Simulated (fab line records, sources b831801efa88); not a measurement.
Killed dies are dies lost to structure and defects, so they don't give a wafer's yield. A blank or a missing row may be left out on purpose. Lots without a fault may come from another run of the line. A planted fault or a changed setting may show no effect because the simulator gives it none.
Which tool did it? | flow gf180mcu | 24 lots, 72 wafers sampled, at 5 steps of a route of 602

WHAT THE GAUGES READ, wafer by wafer
GF_V2_BOW_MEAS_05.
lot  | measured     | on            | V2_BOW (um)
L074 | day 21 09:31 | film_metro-04 | 107 93 77
L075 | day 21 22:11 | film_metro-02 | 110 122 111
L076 | day 22 01:59 | film_metro-02 | 103 97 108
L077 | day 22 14:54 | film_metro-04 | 103 101 93
L078 | day 23 02:43 | film_metro-03 | 107 110 100
L079 | day 23 14:40 | film_metro-02 | 102 98 95
L080 | day 23 16:49 | film_metro-04 | 107 105 102
L081 | day 23 22:33 | film_metro-02 | 105 93 102
L082 | day 24 07:01 | film_metro-03 | 92 93 91
L083 | day 24 12:22 | film_metro-02 | 97 91 92
L084 | day 24 19:50 | film_metro-02 | 114 98 108
L085 | day 25 01:16 | film_metro-04 | 97 89 102
L086 | day 25 14:23 | film_metro-04 | 92 95 84
L087 | day 25 19:35 | film_metro-03 | 99 101 101
L088 | day 26 03:50 | film_metro-02 | 104 101 92
L089 | day 26 05:40 | film_metro-03 | 101 98 85
L090 | day 26 17:08 | film_metro-03 | 111 91 81
L091 | day 27 03:04 | film_metro-02 | 122 106 118
L092 | day 27 10:22 | film_metro-02 | 105 91 107
L093 | day 27 11:30 | film_metro-03 | 89 86 88
L094 | day 27 17:44 | film_metro-03 | 102 114 99
L095 | day 28 00:20 | film_metro-04 | 105 106 107
L096 | day 28 08:12 | film_metro-02 | 93 102 106
L097 | day 28 09:03 | film_metro-03 | 98 96 110

GF_V4_THK_MEAS_25: measures by xrf.
lot  | measured     | on            | V4_W_THK (nm)
L074 | day 26 15:44 | film_metro-02 | 351 348 346
L075 | day 27 04:29 | film_metro-04 | 354 354 351
L076 | day 27 06:31 | film_metro-04 | 360 361 356
L077 | day 27 18:38 | film_metro-02 | 356 360 352
L078 | day 28 04:08 | film_metro-04 | 354 355 355
L079 | day 28 14:47 | film_metro-04 | 354 352 358
L080 | day 28 17:34 | film_metro-02 | 365 356 356
L081 | day 28 22:20 | film_metro-04 | 355 359 355
L082 | day 29 04:49 | film_metro-03 | 350 356 358
L083 | day 29 08:47 | film_metro-02 | 356 357 352
L084 | day 29 16:24 | film_metro-04 | 348 354 360
L085 | day 29 22:01 | film_metro-03 | 348 354 359
L086 | day 30 07:26 | film_metro-02 | 367 368 370
L087 | day 30 13:43 | film_metro-04 | 357 354 348
L088 | day 30 21:05 | film_metro-03 | 351 345 341
L089 | day 30 21:49 | film_metro-02 | 361 360 362
L090 | day 31 07:46 | film_metro-02 | 348 354 345
L091 | day 32 23:35 | film_metro-04 | 360 351 357
L092 | day 32 00:21 | film_metro-02 | 355 350 339
L093 | day 32 00:41 | film_metro-02 | 360 351 356
L094 | day 32 05:34 | film_metro-02 | 352 355 356
L095 | day 32 12:28 | film_metro-03 | 351 347 356
L096 | day 32 22:22 | film_metro-02 | 351 361 352
L097 | day 32 19:16 | film_metro-04 | 349 343 339

GF_MIM_THK_MEAS_06.
lot  | measured     | on            | MIM_CVD_05_THK (nm)
L074 | day 26 16:21 | film_metro-02 | 40.9 41.8 42.4
L075 | day 27 05:06 | film_metro-02 | 40.8 42.1 41.6
L076 | day 27 07:09 | film_metro-04 | 41.0 42.0 42.8
L077 | day 27 19:15 | film_metro-02 | 41.7 42.7 41.9
L078 | day 28 04:45 | film_metro-04 | 41.9 41.6 42.5
L079 | day 28 15:31 | film_metro-04 | 41.4 41.3 42.7
L080 | day 28 18:11 | film_metro-01 | 41.6 41.7 42.2
L081 | day 28 22:56 | film_metro-04 | 42.0 41.2 41.7
L082 | day 29 05:25 | film_metro-02 | 41.8 41.0 41.2
L083 | day 29 09:24 | film_metro-01 | 42.2 43.1 42.2
L084 | day 29 17:01 | film_metro-04 | 41.3 41.6 42.8
L085 | day 29 22:37 | film_metro-01 | 41.5 41.5 42.4
L086 | day 30 08:02 | film_metro-04 | 41.8 42.2 43.8
L087 | day 30 14:19 | film_metro-02 | 43.5 41.8 43.0
L088 | day 30 22:41 | film_metro-01 | 41.8 41.8 42.5
L089 | day 30 22:43 | film_metro-04 | 41.9 41.5 42.3
L090 | day 31 08:23 | film_metro-02 | 42.1 42.2 42.0
L091 | day 33 00:11 | film_metro-02 | 42.0 42.5 42.7
L092 | day 32 00:58 | film_metro-01 | 42.1 42.1 42.7
L093 | day 32 01:32 | film_metro-01 | 41.6 41.4 41.7
L094 | day 32 06:10 | film_metro-01 | 41.7 43.3 42.9
L095 | day 32 13:05 | film_metro-01 | 41.3 42.4 42.4
L096 | day 32 22:59 | film_metro-01 | 42.3 42.0 43.1
L097 | day 32 19:53 | film_metro-01 | 41.6 42.4 42.1

WHICH TOOL RAN EACH LOT (tool, then ch and the chambers of the sampled wafers, then the start)
lot  | GF_M3_SPUTTER_03             | GF_MIM_CVD_05
L074 | pvd_sputter-04, day 22 12:10 | pecvd-01 ch 1,2, day 26 16:19
L075 | pvd_sputter-02, day 23 00:51 | pecvd-02 ch 0,1,2, day 27 05:04
L076 | pvd_sputter-02, day 23 04:54 | pecvd-04 ch 0,1, day 27 07:06
L077 | pvd_sputter-01, day 23 17:34 | pecvd-02 ch 1,2, day 27 19:13
L078 | pvd_sputter-04, day 24 04:44 | pecvd-02 ch 0,2, day 28 04:43
L079 | pvd_sputter-02, day 24 16:28 | pecvd-04 ch 0,1,2, day 28 15:28
L080 | pvd_sputter-01, day 24 18:05 | pecvd-04 ch 0,1,2, day 28 18:09
L081 | pvd_sputter-01, day 25 00:29 | pecvd-02 ch 1,2, day 28 22:54
L082 | pvd_sputter-02, day 25 08:28 | pecvd-01 ch 0,2, day 29 05:23
L083 | pvd_sputter-04, day 25 12:52 | pecvd-02 ch 1,2, day 29 09:22
L084 | pvd_sputter-04, day 25 20:38 | pecvd-02 ch 0,1,2, day 29 16:59
L085 | pvd_sputter-04, day 26 02:29 | pecvd-01 ch 1,2, day 29 22:34
L086 | pvd_sputter-02, day 26 14:36 | pecvd-04 ch 0,1,2, day 30 08:00
L087 | pvd_sputter-02, day 26 19:35 | pecvd-04 ch 0,2, day 30 14:17
L088 | pvd_sputter-04, day 27 04:37 | pecvd-01 ch 0,1, day 30 22:39
L089 | pvd_sputter-02, day 27 04:58 | pecvd-04 ch 1,2, day 30 22:41
L090 | pvd_sputter-04, day 27 16:27 | pecvd-01 ch 0,1, day 31 08:20
L091 | pvd_sputter-02, day 29 12:59 | pecvd-04 ch 0,1, day 33 00:10
L092 | pvd_sputter-04, day 28 09:28 | pecvd-04 ch 0,1,2, day 32 00:55
L093 | pvd_sputter-04, day 28 10:29 | pecvd-02 ch 0,2, day 32 01:30
L094 | pvd_sputter-01, day 28 17:10 | pecvd-01 ch 0,1,2, day 32 06:08
L095 | pvd_sputter-04, day 28 23:08 | pecvd-01 ch 0,1, day 32 13:02
L096 | pvd_sputter-01, day 29 06:35 | pecvd-01 ch 0,2, day 32 22:56
L097 | pvd_sputter-04, day 29 07:23 | pecvd-02 ch 0,1,2, day 32 19:50
- GF_M3_SPUTTER_03: material Ti, target thk 10 nm, time 6.7 s.
- GF_MIM_CVD_05: deposits Si3N4, target thk 42 nm, time 29.086 s.

WHAT THE TOOLS THEMSELVES READ (means of the sampled wafers that have a number; where no wafer has one, the mark that the record gives instead)
GF_M3_SPUTTER_03.
lot  | tool           | throttle_valve_pct (%)
L074 | pvd_sputter-04 | 29.7
L075 | pvd_sputter-02 | 29.4
L076 | pvd_sputter-02 | 29.9
L077 | pvd_sputter-01 | 30.2
L078 | pvd_sputter-04 | 29.7
L079 | pvd_sputter-02 | 30.0
L080 | pvd_sputter-01 | 29.7
L081 | pvd_sputter-01 | 29.3
L082 | pvd_sputter-02 | 29.3
L083 | pvd_sputter-04 | 29.9
L084 | pvd_sputter-04 | 29.1
L085 | pvd_sputter-04 | 30.2
L086 | pvd_sputter-02 | 28.4
L087 | pvd_sputter-02 | 29.1
L088 | pvd_sputter-04 | 30.9
L089 | pvd_sputter-02 | 29.1
L090 | pvd_sputter-04 | 30.1
L091 | pvd_sputter-02 | 29.3
L092 | pvd_sputter-04 | 29.4
L093 | pvd_sputter-04 | 30.2
L094 | pvd_sputter-01 | 30.3
L095 | pvd_sputter-04 | 30.1
L096 | pvd_sputter-01 | 30.4
L097 | pvd_sputter-04 | 29.1

GF_MIM_CVD_05.
lot  | tool     | heater_power_w (W)
L074 | pecvd-01 | 700
L075 | pecvd-02 | 680
L076 | pecvd-04 | 711
L077 | pecvd-02 | 656
L078 | pecvd-02 | 603
L079 | pecvd-04 | 699
L080 | pecvd-04 | 706
L081 | pecvd-02 | 692
L082 | pecvd-01 | 656
L083 | pecvd-02 | 733
L084 | pecvd-02 | 741
L085 | pecvd-01 | 696
L086 | pecvd-04 | 699
L087 | pecvd-04 | 690
L088 | pecvd-01 | 723
L089 | pecvd-04 | 729
L090 | pecvd-01 | 715
L091 | pecvd-04 | 715
L092 | pecvd-04 | 730
L093 | pecvd-02 | 665
L094 | pecvd-01 | 669
L095 | pecvd-01 | 755
L096 | pecvd-01 | 615
L097 | pecvd-02 | 706

THE ANSWER, worked out from the rows above alone
Rule: what is usual is taken from the lots themselves. Put in order of their means at a reading, lots are off if they are a third of the lots or fewer, leave a main group of 4 or more, and stand apart from it by a gap of 3 or more times the standard deviation of the main group's means; of several such gaps the widest counts. A main group whose means are all the same, to the digits that the tables above print for the reading, isn't used. A lot without any number at a reading at which 4 lots or more have one is off too. The other lots that the step has rows for count as sound. The gauges are gone through in route order, then the tools' own readings, and for those a lot's mean is taken as printed above. The first step at which some lot is off is used, and at that step the reading that is off furthest; a lot without a number counts as furthest.
No lot is off at any reading shown: from this, nothing can be told.

WHAT THE SIMULATOR HAD PUT IN
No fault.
